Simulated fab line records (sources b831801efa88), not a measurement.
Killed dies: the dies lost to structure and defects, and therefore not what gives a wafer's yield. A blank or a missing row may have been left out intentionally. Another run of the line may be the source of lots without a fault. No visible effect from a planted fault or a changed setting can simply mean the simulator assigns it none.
fab line records + flow gf180mcu
[record]
- lots = 14
- wafers = 42
- last-day = 34
route steps=602 shown LVPWELL@63 PSD@259 SALICIDE@280 CONTACT@290
lots that met no fault: from a run of the same line without faults
start-h: the number of hours between the record's first day and the start of the first shown wafer of the lot + wait-h: how many hours have passed since the lot's step before this one + " the same as in the row above + L1.1+2: a single row standing in for several wafers + - no value, or no start was given + * or withheld: withheld + < > ~ a bound
route shown NAME@n: a module of which the file shows steps, and the number in the route of the first + usual: mean/standard deviation taken from wafers without a fault + same: alike in all rows + chamber/n: place in a boat + sites: per-site readings + _std_site: their standard deviation + _edge_site: the outer-site mean with the inner-site mean subtracted + radius-mm: for every site, how far away it sits from the centre of the wafer + mask NAME#n: copy n + behind: tool/chamber where the wafer was last shaped + hold: the reason the lot was held/the length of the hold in hours/how it ended + device: transistor that didn't switch, given as n, p or np + end of line: tests run on the same wafers once the route is complete + a step given without rows: its recipe and nothing more + killed: dies that structure and defects cost at the first sort, which is not the same as the wafer's yield + map: a wafer's dies, marking killed ones x, the rest . and places with no die _
set.NAME: the setting that was run; set.NAME@STEP: the one run at that earlier step + model.NAME: the simulator's own value behind a step, which no gauge read
the route's steps for a sample of lots (tables are steps, rows are wafers)
services: the hour from which a tool's chamber was out of use, counted from the record's first day as start-h (under 0 if before that day), plus the number of hours and why
[[steps]]
[step GF_LVPWELL_IMPLANT_09]
[recipe]
- species = B
- energy-kev = 60
- dose-cm2 = 5e+12
- tilt-deg = 0
[usual]
- beam-on-s = 9.97/0.19
- faraday-current-uA = 28.3/0.53
| lot.wafer | tool         | chamber | start-h | wait-h | beam-on-s | faraday-current-uA |
|-----------|--------------|---------|---------|--------|-----------|--------------------|
| L792.1    | implanter-01 | 0       | 68.22   | 0.1    | 9.98      | 28.4               |
| L792.4    | "            | 0       | "       | "      | 9.86      | 28.5               |
| L792.6    | "            | 0       | "       | "      | 9.98      | 28.2               |
| L793.1    | implanter-01 | 0       | 72.92   | 0.1    | 10.09     | 27.9               |
| L793.2    | "            | 0       | "       | "      | 10.04     | 28.0               |
| L793.4    | "            | 0       | "       | "      | 9.82      | 28.7               |
| L794.2    | implanter-01 | 0       | 78.91   | 0.1    | 10.21     | 27.6               |
| L794.4    | "            | 0       | "       | "      | 10.18     | 27.6               |
| L794.6    | "            | 0       | "       | "      | 10.22     | 27.6               |
| L795.2    | implanter-01 | 0       | 84.34   | 0.1    | 10.10     | 28.1               |
| L795.4    | "            | 0       | "       | "      | 9.88      | 28.4               |
| L795.5    | "            | 0       | "       | "      | 10.19     | 27.6               |
| L796.2    | implanter-03 | 0       | 89.38   | 0.1    | 9.88      | 28.6               |
| L796.3    | "            | 0       | "       | "      | 9.82      | 28.7               |
| L796.4    | "            | 0       | "       | "      | 9.89      | 28.5               |
| L804.1    | implanter-01 | 0       | 144.52  | 0.1    | 12.82     | 22.1               |
| L804.3    | "            | 0       | "       | "      | 12.46     | 22.5               |
| L804.6    | "            | 0       | "       | "      | 13.20     | 21.3               |
| L805.1    | implanter-01 | 0       | 147.82  | 0.1    | 12.62     | 22.4               |
| L805.2    | "            | 0       | "       | "      | 13.36     | 21.1               |
| L805.4    | "            | 0       | "       | "      | 12.77     | 22.1               |
| L808.1    | implanter-02 | 0       | 159.28  | 0.1    | 9.84      | 28.7               |
| L808.3    | "            | 0       | "       | "      | 9.66      | 29.2               |
| L808.4    | "            | 0       | "       | "      | 10.19     | 27.6               |
| L810.1    | implanter-03 | 0       | 170.77  | 0.1    | 10.26     | 27.6               |
| L810.3    | "            | 0       | "       | "      | 9.92      | 28.4               |
| L810.4    | "            | 0       | "       | "      | 10.10     | 27.9               |
| L811.1    | implanter-03 | 0       | 175.21  | 0.1    | 9.92      | 28.5               |
| L811.2    | "            | 0       | "       | "      | 10.18     | 27.7               |
| L811.6    | "            | 0       | "       | "      | 9.85      | 28.6               |
| L812.1    | implanter-02 | 0       | 180.22  | 0.1    | 9.94      | 28.4               |
| L812.3    | "            | 0       | "       | "      | 10.16     | 27.7               |
| L812.6    | "            | 0       | "       | "      | 10.04     | 28.1               |
| L813.2    | implanter-02 | 0       | 187.84  | 0.1    | 9.84      | 28.7               |
| L813.3    | "            | 0       | "       | "      | 9.65      | 29.2               |
| L813.5    | "            | 0       | "       | "      | 10.14     | 27.9               |
| L814.1    | implanter-03 | 0       | 194.03  | 0.1    | 9.96      | 28.3               |
| L814.3    | "            | 0       | "       | "      | 9.89      | 28.4               |
| L814.4    | "            | 0       | "       | "      | 10.04     | 28.1               |
| L815.2    | implanter-03 | 0       | 197.26  | 0.1    | 9.64      | 29.1               |
| L815.4    | "            | 0       | "       | "      | 9.69      | 29.1               |
| L815.6    | "            | 0       | "       | "      | 9.89      | 28.6               |
[step GF_VT_IMPLANT_RS_MEAS_48]
[recipe]
- thk-meas-gauge = four-point-probe
[usual]
- LVPWELL_RS = 1197/3.2
| lot.wafer | tool          | chamber | start-h | wait-h | LVPWELL_RS[ohm/sq] |
|-----------|---------------|---------|---------|--------|--------------------|
| L792.1    | film-metro-03 | -       | 154.13  | 0.1    | 1198               |
| L792.4    | "             | -       | "       | "      | 1197               |
| L792.6    | "             | -       | "       | "      | 1198               |
| L793.1    | film-metro-03 | -       | 160.63  | 0.1    | 1194               |
| L793.2    | "             | -       | "       | "      | 1195               |
| L793.4    | "             | -       | "       | "      | 1198               |
| L794.2    | film-metro-04 | -       | 168.05  | 0.1    | 1193               |
| L794.4    | "             | -       | "       | "      | 1193               |
| L794.6    | "             | -       | "       | "      | 1194               |
| L795.2    | film-metro-04 | -       | 175.50  | 0.1    | 1198               |
| L795.4    | "             | -       | "       | "      | 1199               |
| L795.5    | "             | -       | "       | "      | 1197               |
| L796.2    | film-metro-04 | -       | 179.79  | 0.1    | 1198               |
| L796.3    | "             | -       | "       | "      | 1196               |
| L796.4    | "             | -       | "       | "      | 1197               |
| L804.1    | film-metro-03 | -       | 248.33  | 0.1    | 1137               |
| L804.3    | "             | -       | "       | "      | 1140               |
| L804.6    | "             | -       | "       | "      | 1138               |
| L805.1    | film-metro-01 | -       | 252.83  | 0.1    | 1139               |
| L805.2    | "             | -       | "       | "      | 1139               |
| L805.4    | "             | -       | "       | "      | 1138               |
| L808.1    | film-metro-01 | -       | 265.72  | 0.1    | 1198               |
| L808.3    | "             | -       | "       | "      | 1195               |
| L808.4    | "             | -       | "       | "      | 1197               |
| L810.1    | film-metro-01 | -       | 279.48  | 0.1    | 1195               |
| L810.3    | "             | -       | "       | "      | 1194               |
| L810.4    | "             | -       | "       | "      | 1193               |
| L811.1    | film-metro-03 | -       | 285.08  | 0.1    | 1200               |
| L811.2    | "             | -       | "       | "      | 1204               |
| L811.6    | "             | -       | "       | "      | 1203               |
| L812.1    | film-metro-01 | -       | 289.53  | 0.1    | 1201               |
| L812.3    | "             | -       | "       | "      | 1202               |
| L812.6    | "             | -       | "       | "      | 1203               |
| L813.2    | film-metro-03 | -       | 298.38  | 0.1    | 1202               |
| L813.3    | "             | -       | "       | "      | 1203               |
| L813.5    | "             | -       | "       | "      | 1202               |
| L814.1    | film-metro-01 | -       | 305.89  | 0.1    | 1192               |
| L814.3    | "             | -       | "       | "      | 1194               |
| L814.4    | "             | -       | "       | "      | 1196               |
| L815.2    | film-metro-04 | -       | 312.00  | 0.1    | 1194               |
| L815.4    | "             | -       | "       | "      | 1189               |
| L815.6    | "             | -       | "       | "      | 1191               |
[step GF_PSD_TW_MEAS_11]
[usual]
- PSD_TW = 3172/14
| lot.wafer | tool          | chamber | start-h | wait-h | PSD_TW |
|-----------|---------------|---------|---------|--------|--------|
| L792.1    | film-metro-02 | -       | 310.95  | 0.1    | 3195   |
| L792.4    | "             | -       | "       | "      | 3188   |
| L792.6    | "             | -       | "       | "      | 3200   |
| L793.1    | film-metro-02 | -       | 322.15  | 0.1    | 3165   |
| L793.2    | "             | -       | "       | "      | 3145   |
| L793.4    | "             | -       | "       | "      | 3174   |
| L794.2    | film-metro-04 | -       | 329.49  | 0.1    | 3175   |
| L794.4    | "             | -       | "       | "      | 3164   |
| L794.6    | "             | -       | "       | "      | 3145   |
| L795.2    | film-metro-02 | -       | 337.19  | 0.1    | 3177   |
| L795.4    | "             | -       | "       | "      | 3179   |
| L795.5    | "             | -       | "       | "      | 3181   |
| L796.2    | film-metro-04 | -       | 346.11  | 0.1    | 3157   |
| L796.3    | "             | -       | "       | "      | 3163   |
| L796.4    | "             | -       | "       | "      | 3179   |
| L804.1    | film-metro-01 | -       | 430.00  | 0.1    | 3171   |
| L804.3    | "             | -       | "       | "      | 3176   |
| L804.6    | "             | -       | "       | "      | 3162   |
| L805.1    | film-metro-04 | -       | 436.98  | 0.1    | 3161   |
| L805.2    | "             | -       | "       | "      | 3198   |
| L805.4    | "             | -       | "       | "      | 3172   |
| L808.1    | film-metro-01 | -       | 456.88  | 0.1    | 3181   |
| L808.3    | "             | -       | "       | "      | 3184   |
| L808.4    | "             | -       | "       | "      | 3195   |
| L810.1    | film-metro-02 | -       | 469.70  | 0.1    | 3156   |
| L810.3    | "             | -       | "       | "      | 3163   |
| L810.4    | "             | -       | "       | "      | 3175   |
| L811.1    | film-metro-02 | -       | 476.88  | 0.1    | 3192   |
| L811.2    | "             | -       | "       | "      | 3176   |
| L811.6    | "             | -       | "       | "      | 3199   |
| L812.1    | film-metro-02 | -       | 482.43  | 0.1    | 3161   |
| L812.3    | "             | -       | "       | "      | 3152   |
| L812.6    | "             | -       | "       | "      | 3156   |
| L813.2    | film-metro-04 | -       | 491.24  | 0.1    | 3143   |
| L813.3    | "             | -       | "       | "      | 3157   |
| L813.5    | "             | -       | "       | "      | 3134   |
| L814.1    | film-metro-02 | -       | 498.93  | 0.1    | 3162   |
| L814.3    | "             | -       | "       | "      | 3160   |
| L814.4    | "             | -       | "       | "      | 3166   |
| L815.2    | film-metro-02 | -       | 508.39  | 0.1    | 3169   |
| L815.4    | "             | -       | "       | "      | 3148   |
| L815.6    | "             | -       | "       | "      | 3157   |
[step GF_SALICIDE_SPUTTER_02]
[recipe]
- material = Co
- target-thk-nm = 10
- power-w = 1000
- time-s = 20
- chamber-pressure-pa = 0.4
[usual]
- throttle-valve-pct = 29.8/0.71
| lot.wafer | tool           | chamber | start-h | wait-h | throttle-valve-pct |
|-----------|----------------|---------|---------|--------|--------------------|
| L792.1    | pvd-sputter-02 | -       | 332.74  | 0.0    | 29.4               |
| L792.4    | "              | -       | "       | "      | 29.5               |
| L792.6    | "              | -       | "       | "      | 29.7               |
| L793.1    | pvd-sputter-01 | -       | 344.24  | 0.0    | 29.5               |
| L793.2    | "              | -       | "       | "      | 29.5               |
| L793.4    | "              | -       | "       | "      | 31.3               |
| L794.2    | pvd-sputter-01 | -       | 352.09  | 0.0    | 29.1               |
| L794.4    | "              | -       | "       | "      | 31.3               |
| L794.6    | "              | -       | "       | "      | 29.8               |
| L795.2    | pvd-sputter-03 | -       | 360.02  | 0.0    | 30.1               |
| L795.4    | "              | -       | "       | "      | 30.1               |
| L795.5    | "              | -       | "       | "      | 30.1               |
| L796.2    | pvd-sputter-03 | -       | 368.82  | 0.0    | 30.1               |
| L796.3    | "              | -       | "       | "      | 30.0               |
| L796.4    | "              | -       | "       | "      | 31.2               |
| L804.1    | pvd-sputter-01 | -       | 453.08  | 0.0    | 29.5               |
| L804.3    | "              | -       | "       | "      | 29.7               |
| L804.6    | "              | -       | "       | "      | 29.2               |
| L805.1    | pvd-sputter-03 | -       | 461.09  | 0.0    | 30.3               |
| L805.2    | "              | -       | "       | "      | 30.0               |
| L805.4    | "              | -       | "       | "      | 31.1               |
| L808.1    | pvd-sputter-02 | -       | 480.82  | 0.0    | 29.6               |
| L808.3    | "              | -       | "       | "      | 28.8               |
| L808.4    | "              | -       | "       | "      | 29.4               |
| L810.1    | pvd-sputter-02 | -       | 494.24  | 0.0    | 29.7               |
| L810.3    | "              | -       | "       | "      | 28.7               |
| L810.4    | "              | -       | "       | "      | 29.4               |
| L811.1    | pvd-sputter-02 | -       | 501.17  | 0.0    | 28.6               |
| L811.2    | "              | -       | "       | "      | 29.6               |
| L811.6    | "              | -       | "       | "      | 29.7               |
| L812.1    | pvd-sputter-01 | -       | 506.97  | 0.0    | 28.9               |
| L812.3    | "              | -       | "       | "      | 29.5               |
| L812.6    | "              | -       | "       | "      | 29.3               |
| L813.2    | pvd-sputter-01 | -       | 516.13  | 0.0    | 29.6               |
| L813.3    | "              | -       | "       | "      | 29.3               |
| L813.5    | "              | -       | "       | "      | 29.8               |
| L814.1    | pvd-sputter-01 | -       | 523.17  | 0.0    | 28.8               |
| L814.3    | "              | -       | "       | "      | 29.6               |
| L814.4    | "              | -       | "       | "      | 31.2               |
| L815.2    | pvd-sputter-01 | -       | 532.57  | 0.0    | 29.4               |
| L815.4    | "              | -       | "       | "      | 31.3               |
| L815.6    | "              | -       | "       | "      | 29.7               |
[step GF_CONTACT_THK_MEAS_03]
[recipe]
- reads = SiO2_of_CONTACT_CVD_02
[usual]
- CONTACT_CVD_02_THK = 864/13
| lot.wafer | tool          | chamber | start-h | wait-h | CONTACT_CVD_02_THK[nm] |
|-----------|---------------|---------|---------|--------|------------------------|
| L792.1    | film-metro-03 | -       | 333.44  | 0.0    | 858                    |
| L792.4    | "             | -       | "       | "      | 872                    |
| L792.6    | "             | -       | "       | "      | 865                    |
| L793.1    | film-metro-01 | -       | 344.95  | 0.0    | 851                    |
| L793.2    | "             | -       | "       | "      | 850                    |
| L793.4    | "             | -       | "       | "      | 871                    |
| L794.2    | film-metro-03 | -       | 352.80  | 0.0    | 869                    |
| L794.4    | "             | -       | "       | "      | 870                    |
| L794.6    | "             | -       | "       | "      | 876                    |
| L795.2    | film-metro-03 | -       | 360.78  | 0.0    | 858                    |
| L795.4    | "             | -       | "       | "      | 869                    |
| L795.5    | "             | -       | "       | "      | 878                    |
| L796.2    | film-metro-01 | -       | 369.53  | 0.0    | 853                    |
| L796.3    | "             | -       | "       | "      | 839                    |
| L796.4    | "             | -       | "       | "      | 877                    |
| L804.1    | film-metro-01 | -       | 453.78  | 0.0    | 879                    |
| L804.3    | "             | -       | "       | "      | 870                    |
| L804.6    | "             | -       | "       | "      | 883                    |
| L805.1    | film-metro-03 | -       | 461.89  | 0.0    | 866                    |
| L805.2    | "             | -       | "       | "      | 849                    |
| L805.4    | "             | -       | "       | "      | 866                    |
| L808.1    | film-metro-03 | -       | 481.62  | 0.0    | 863                    |
| L808.3    | "             | -       | "       | "      | 869                    |
| L808.4    | "             | -       | "       | "      | 867                    |
| L810.1    | film-metro-03 | -       | 495.05  | 0.0    | 849                    |
| L810.3    | "             | -       | "       | "      | 877                    |
| L810.4    | "             | -       | "       | "      | 874                    |
| L811.1    | film-metro-04 | -       | 501.93  | 0.1    | 863                    |
| L811.2    | "             | -       | "       | "      | 853                    |
| L811.6    | "             | -       | "       | "      | 875                    |
| L812.1    | film-metro-03 | -       | 507.67  | 0.0    | 858                    |
| L812.3    | "             | -       | "       | "      | 876                    |
| L812.6    | "             | -       | "       | "      | 880                    |
| L813.2    | film-metro-03 | -       | 516.84  | 0.0    | 857                    |
| L813.3    | "             | -       | "       | "      | 870                    |
| L813.5    | "             | -       | "       | "      | 880                    |
| L814.1    | film-metro-01 | -       | 523.88  | 0.0    | 859                    |
| L814.3    | "             | -       | "       | "      | 857                    |
| L814.4    | "             | -       | "       | "      | 869                    |
| L815.2    | film-metro-04 | -       | 533.28  | 0.0    | 857                    |
| L815.4    | "             | -       | "       | "      | 860                    |
| L815.6    | "             | -       | "       | "      | 861                    |
[[services]]
| tool           | chamber | start-h | hours | kind   |
|----------------|---------|---------|-------|--------|
| implanter-01   | -       | 79.85   | 2.8   | repair |
| implanter-01   | -       | 88.46   | 4.7   | pm     |
| implanter-01   | -       | 136.40  | 3.3   | repair |
| implanter-01   | -       | 159.61  | 1.4   | repair |
| pvd-sputter-01 | -       | 269.49  | 8.7   | repair |
| implanter-03   | -       | 274.18  | 5.4   | pm     |
| implanter-01   | -       | 275.31  | 2.3   | repair |
| implanter-01   | -       | 292.39  | 1.6   | repair |
| implanter-03   | -       | 293.09  | 3.5   | repair |
| implanter-01   | -       | 312.99  | 3.8   | pm     |
| implanter-01   | -       | 319.63  | 0.8   | repair |
| implanter-01   | -       | 327.26  | 3.7   | repair |
| implanter-01   | -       | 327.54  | 3.0   | repair |
| implanter-01   | -       | 353.87  | 2.3   | repair |
| implanter-01   | -       | 379.96  | 5.5   | repair |
| implanter-03   | -       | 445.61  | 3.6   | repair |
| pvd-sputter-02 | -       | 449.58  | 3.6   | repair |
| implanter-03   | -       | 451.82  | 1.2   | repair |
| implanter-03   | -       | 464.93  | 2.1   | repair |
| implanter-03   | -       | 472.75  | 1.9   | repair |
| implanter-03   | -       | 473.10  | 2.9   | repair |
| pvd-sputter-01 | -       | 476.02  | 20.7  | repair |
| pvd-sputter-01 | -       | 511.26  | 1.5   | repair |
| implanter-03   | -       | 523.72  | 2.2   | repair |
[[key]]
[first-sign]
- step = GF_LVPWELL_IMPLANT_09
- reading = beam-on-s
- direction = up
- sigmas = 15
- usual = 9.97
- struck = 12.87
[effect]
- step = GF_LVPWELL_IMPLANT_09
- reading = faraday-current-uA
- direction = down
- sigmas = 12
- usual = 28.3
- struck = 21.9
[effect]
- step = GF_VT_IMPLANT_RS_MEAS_48
- reading = LVPWELL_RS
- direction = down
- sigmas = 18
- usual = 1197
- struck = 1138
met-at GF_LVPWELL_IMPLANT_09
struck-lots L804,L805
tester-left-out L804,L805
not-acting-at GF_PSD_TW_MEAS_11,GF_SALICIDE_SPUTTER_02,GF_CONTACT_THK_MEAS_03
onset-between 84.34 144.52
[fault]
- kind = process-parameter-drift
- tool = implanter-01
- chamber = -
- onset-h = 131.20
- steps = GF_LVPWELL_IMPLANT_09
- channel = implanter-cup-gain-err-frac
- offset = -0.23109
- shape = step
- end-h = 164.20
// tester-left-out: of these lots the tester's yield and bins aren't shown, on N5 and GAA mostly nor the transistor test; their killed dies are dies lost to structure and defects alone, not to doping, threshold or leakage, so they don't give the yield
